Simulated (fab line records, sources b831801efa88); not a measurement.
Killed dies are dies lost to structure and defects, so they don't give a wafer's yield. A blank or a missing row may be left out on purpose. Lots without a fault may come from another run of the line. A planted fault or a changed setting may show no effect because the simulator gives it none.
Which tool did it? | flow sky130 | 7 lots, 21 wafers sampled, at 1 step of a route of 708

WHAT THE GAUGES READ, wafer by wafer
SKY_FIELD_ISO_CD_MEAS_13: target cd 150 nm.
lot  | measured    | on        | cd_nm (nm)
L894 | day 2 10:30 | cd_sem-01 | 150.8 150.5 150.9
L897 | day 2 19:37 | cd_sem-01 | 150.6 150.0 150.0
L899 | day 3 05:01 | cd_sem-02 | 149.0 149.5 148.3
L902 | day 4 02:09 | cd_sem-02 | 150.2 153.8 151.4
L904 | day 4 09:00 | cd_sem-02 | 149.3 150.8 149.0
L910 | day 5 19:53 | cd_sem-02 | 149.0 150.3 150.3
L917 | day 7 14:25 | cd_sem-01 | 149.6 148.6 152.4

WHICH TOOL RAN EACH LOT (tool, then ch and the chambers of the sampled wafers, then the start)
The record holds no process step before these readings.

THE ANSWER, worked out from the rows above alone
Rule: what is usual is taken from the lots themselves. Put in order of their means at a reading, lots are off if they are a third of the lots or fewer, leave a main group of 4 or more, and stand apart from it by a gap of 3 or more times the standard deviation of the main group's means; of several such gaps the widest counts. A main group whose means are all the same, to the digits that the tables above print for the reading, isn't used. A lot without any number at a reading at which 4 lots or more have one is off too. The other lots that the step has rows for count as sound.
No lot is off at any reading shown: from this, nothing can be told.

WHAT THE SIMULATOR HAD PUT IN
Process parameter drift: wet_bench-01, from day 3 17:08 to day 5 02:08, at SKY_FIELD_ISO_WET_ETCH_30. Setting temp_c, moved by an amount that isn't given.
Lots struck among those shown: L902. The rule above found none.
